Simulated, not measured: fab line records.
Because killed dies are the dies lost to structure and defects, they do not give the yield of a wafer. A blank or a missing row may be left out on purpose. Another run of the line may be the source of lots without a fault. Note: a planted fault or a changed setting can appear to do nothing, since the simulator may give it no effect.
What tool caused it? / flow sky130 / Sampling: 11 lots, 33 wafers, 5 of 708 route steps

== WHAT THE GAUGES SHOWED, per wafer ==
SKY_LDD_LDN_TW_MEAS_13. Usual: for LDD_LDN_TW the level is 1460 and the standard deviation is 6.4.
lot=L637; measured=day 23 08:24; on=film-metro-04; LDD_LDN_TW=1467 1467 1465; flag=
lot=L639; measured=day 24 07:46; on=film-metro-03; LDD_LDN_TW=1455 1463 1457; flag=
lot=L640; measured=day 24 13:29; on=film-metro-03; LDD_LDN_TW=1461 1461 1460; flag=
lot=L641; measured=day 25 07:25; on=film-metro-02; LDD_LDN_TW=1464 1455 1457; flag=
lot=L644; measured=day 26 05:40; on=film-metro-04; LDD_LDN_TW=1463 1465 1464; flag=
lot=L646; measured=day 26 18:38; on=film-metro-04; LDD_LDN_TW=1468 1462 1469; flag=
lot=L652; measured=day 28 15:20; on=film-metro-04; LDD_LDN_TW=1456 1459 1455; flag=
lot=L654; measured=day 28 19:21; on=film-metro-04; LDD_LDN_TW=1456 1465 1458; flag=
lot=L655; measured=day 29 14:13; on=film-metro-02; LDD_LDN_TW=1446 1460 1450; flag=
lot=L658; measured=day 30 09:21; on=film-metro-04; LDD_LDN_TW=1468 1464 1466; flag=
lot=L660; measured=day 31 01:12; on=film-metro-03; LDD_LDN_TW=1460 1459 1461; flag=

SKY_SD_P_OVL_MEAS_08. Usual: for SD_P_OVL the level is -0.1 nm and the standard deviation is 1.3.
lot=L637; measured=day 25 21:47; on=overlay-01; SD_P_OVL (nm)=-1.4 1.3 0.1; flag=
lot=L639; measured=day 26 20:47; on=overlay-01; SD_P_OVL (nm)=-0.3 -0.8 0.7; flag=
lot=L640; measured=day 27 03:22; on=overlay-01; SD_P_OVL (nm)=-1.0 -2.1 -3.6; flag=
lot=L641; measured=day 27 19:23; on=overlay-01; SD_P_OVL (nm)=0.9 -1.7 -1.1; flag=
lot=L644; measured=day 28 17:28; on=overlay-02; SD_P_OVL (nm)=1.6 -0.6 1.1; flag=
lot=L646; measured=day 29 05:40; on=overlay-01; SD_P_OVL (nm)=1.3 1.3 0.1; flag=
lot=L652; measured=day 31 00:52; on=overlay-01; SD_P_OVL (nm)=0.5 -0.3 1.9; flag=
lot=L654; measured=day 31 05:42; on=overlay-01; SD_P_OVL (nm)=-3.1 0.6 -1.5; flag=
lot=L655; measured=day 32 00:39; on=overlay-02; SD_P_OVL (nm)=1.0 -0.2 2.2; flag=
lot=L658; measured=day 32 19:00; on=overlay-01; SD_P_OVL (nm)=-0.1 0.5 -2.1; flag=
lot=L660; measured=day 33 10:29; on=overlay-02; SD_P_OVL (nm)=-0.9 -1.9 -1.7; flag=

SKY_LI_CONTACT_THK_MEAS_01. Usual: for LI_CONTACT_HDPCVD_THK the level is 930 nm and the standard deviation is 10.
lot=L637; measured=day 28 09:37; on=film-metro-02; LI_CONTACT_HDPCVD_THK (nm)=943 944 932; flag=
lot=L639; measured=day 29 07:48; on=film-metro-01; LI_CONTACT_HDPCVD_THK (nm)=930 918 929; flag=
lot=L640; measured=day 29 14:32; on=film-metro-02; LI_CONTACT_HDPCVD_THK (nm)=923 930 934; flag=
lot=L641; measured=day 30 04:43; on=film-metro-04; LI_CONTACT_HDPCVD_THK (nm)=934 934 932; flag=
lot=L644; measured=day 31 02:23; on=film-metro-01; LI_CONTACT_HDPCVD_THK (nm)=931 935 932; flag=
lot=L646; measured=day 31 14:31; on=film-metro-02; LI_CONTACT_HDPCVD_THK (nm)=929 936 1242; flag=OFF
lot=L652; measured=day 33 08:35; on=film-metro-02; LI_CONTACT_HDPCVD_THK (nm)=931 922 926; flag=
lot=L654; measured=day 33 13:35; on=film-metro-02; LI_CONTACT_HDPCVD_THK (nm)=928 917 923; flag=
lot=L655; measured=day 34 08:51; on=film-metro-04; LI_CONTACT_HDPCVD_THK (nm)=923 925 925; flag=
lot=L658; measured=day 35 00:08; on=film-metro-04; LI_CONTACT_HDPCVD_THK (nm)=919 906 911; flag=
lot=L660; measured=day 35 17:44; on=film-metro-04; LI_CONTACT_HDPCVD_THK (nm)=939 936 918; flag=

== EACH LOT AND THE TOOL THAT RAN IT (in order: tool; ch and the chambers of the sampled wafers; start) ==
lot=L637; SKY_LDD_HVP_STRIP_09=plasma-asher-04 ch 0,1, day 22 01:34; SKY_LI_CONTACT_HDPCVD_00=hdpcvd-02 ch 0,1,2, day 28 09:31
lot=L639; SKY_LDD_HVP_STRIP_09=plasma-asher-02 ch 0,1, day 23 01:45; SKY_LI_CONTACT_HDPCVD_00=hdpcvd-01 ch 0,2, day 29 07:42
lot=L640; SKY_LDD_HVP_STRIP_09=plasma-asher-02 ch 0,1, day 23 06:56; SKY_LI_CONTACT_HDPCVD_00=hdpcvd-01 ch 0,1,2, day 29 14:27
lot=L641; SKY_LDD_HVP_STRIP_09=plasma-asher-04 ch 0,1, day 24 00:46; SKY_LI_CONTACT_HDPCVD_00=hdpcvd-01 ch 0,2, day 30 04:36
lot=L644; SKY_LDD_HVP_STRIP_09=plasma-asher-04 ch 0,1, day 24 23:30; SKY_LI_CONTACT_HDPCVD_00=hdpcvd-01 ch 0,2, day 31 02:17
lot=L646; SKY_LDD_HVP_STRIP_09=plasma-asher-02 ch 0,1, day 25 13:26; SKY_LI_CONTACT_HDPCVD_00=hdpcvd-02 ch 1,2, day 31 14:24
lot=L652; SKY_LDD_HVP_STRIP_09=plasma-asher-02 ch 0, day 27 09:54; SKY_LI_CONTACT_HDPCVD_00=hdpcvd-01 ch 0,2, day 33 08:29
lot=L654; SKY_LDD_HVP_STRIP_09=plasma-asher-04 ch 0,1, day 27 15:00; SKY_LI_CONTACT_HDPCVD_00=hdpcvd-01 ch 0,1,2, day 33 13:29
lot=L655; SKY_LDD_HVP_STRIP_09=plasma-asher-04 ch 0, day 28 08:57; SKY_LI_CONTACT_HDPCVD_00=hdpcvd-01 ch 0,1,2, day 34 08:45
lot=L658; SKY_LDD_HVP_STRIP_09=plasma-asher-01 ch 0,1, day 29 04:37; SKY_LI_CONTACT_HDPCVD_00=hdpcvd-01 ch 0,1, day 35 00:02
lot=L660; SKY_LDD_HVP_STRIP_09=plasma-asher-01 ch 1, day 29 21:12; SKY_LI_CONTACT_HDPCVD_00=hdpcvd-02 ch 0,2, day 35 17:38
- SKY_LDD_HVP_STRIP_09: strips in O2/N2.
- SKY_LI_CONTACT_HDPCVD_00: deposits PSG, target thk 930 nm, time 155 s.

== WHAT THE TOOLS THEMSELVES READ (means of the sampled wafers that have a number; where no wafer has one, the mark that the record gives instead) ==
SKY_LDD_HVP_STRIP_09. Usual: drypump-motor-current-A 5.6 A, standard deviation 0.37; n2-flow-sccm 299.9 sccm, standard deviation 0.88; oes-product-au 0.409 a.u., standard deviation 0.0044; strip-time-to-endpoint-s 4.137 s, standard deviation 0.015.
lot=L637; tool=plasma-asher-04; drypump-motor-current-A (A)=5.5; n2-flow-sccm (sccm)=301.0; oes-product-au (a.u.)=0.406; strip-time-to-endpoint-s (s)=4.146; flag=
lot=L639; tool=plasma-asher-02; drypump-motor-current-A (A)=6.1; n2-flow-sccm (sccm)=300.0; oes-product-au (a.u.)=0.409; strip-time-to-endpoint-s (s)=4.154; flag=
lot=L640; tool=plasma-asher-02; drypump-motor-current-A (A)=5.7; n2-flow-sccm (sccm)=300.0; oes-product-au (a.u.)=0.409; strip-time-to-endpoint-s (s)=4.153; flag=
lot=L641; tool=plasma-asher-04; drypump-motor-current-A (A)=5.7; n2-flow-sccm (sccm)=299.5; oes-product-au (a.u.)=0.408; strip-time-to-endpoint-s (s)=4.120; flag=
lot=L644; tool=plasma-asher-04; drypump-motor-current-A (A)=5.7; n2-flow-sccm (sccm)=300.4; oes-product-au (a.u.)=0.409; strip-time-to-endpoint-s (s)=4.126; flag=
lot=L646; tool=plasma-asher-02; drypump-motor-current-A (A)=5.7; n2-flow-sccm (sccm)=299.4; oes-product-au (a.u.)=0.409; strip-time-to-endpoint-s (s)=4.126; flag=
lot=L652; tool=plasma-asher-02; drypump-motor-current-A (A)=6.4; n2-flow-sccm (sccm)=299.5; oes-product-au (a.u.)=0.407; strip-time-to-endpoint-s (s)=4.121; flag=
lot=L654; tool=plasma-asher-04; drypump-motor-current-A (A)=5.5; n2-flow-sccm (sccm)=300.3; oes-product-au (a.u.)=0.414; strip-time-to-endpoint-s (s)=4.138; flag=
lot=L655; tool=plasma-asher-04; drypump-motor-current-A (A)=5.4; n2-flow-sccm (sccm)=300.3; oes-product-au (a.u.)=0.409; strip-time-to-endpoint-s (s)=4.143; flag=
lot=L658; tool=plasma-asher-01; drypump-motor-current-A (A)=5.3; n2-flow-sccm (sccm)=300.1; oes-product-au (a.u.)=0.409; strip-time-to-endpoint-s (s)=4.145; flag=
lot=L660; tool=plasma-asher-01; drypump-motor-current-A (A)=5.3; n2-flow-sccm (sccm)=300.5; oes-product-au (a.u.)=0.410; strip-time-to-endpoint-s (s)=4.128; flag=

== THE ANSWER, worked out from the rows above alone ==
Rule: a lot is off if the mean of its wafers that have a number lies more than 3 standard deviations from the usual mean. A lot without any number at a reading at which 4 lots or more have one is off too. Any other lot the step has rows for is counted as sound. First the gauges in route order, then the tools' own readings, where a lot's mean is used as printed above. The first step at which some lot is off is used, and at that step the reading that is off furthest; a lot without a number counts as furthest.
Off: L646, at SKY_LI_CONTACT_THK_MEAS_01 (LI_CONTACT_HDPCVD_THK).
If a tool, at a process step before that reading, ran all the lots that are off and no sound lot after the first of them, it fits. Gauges at SKY_LI_CONTACT_THK_MEAS_01: tried the same way as those tools. Not one of the candidates tried fits.

== WHAT THE SIMULATOR PUT IN ==
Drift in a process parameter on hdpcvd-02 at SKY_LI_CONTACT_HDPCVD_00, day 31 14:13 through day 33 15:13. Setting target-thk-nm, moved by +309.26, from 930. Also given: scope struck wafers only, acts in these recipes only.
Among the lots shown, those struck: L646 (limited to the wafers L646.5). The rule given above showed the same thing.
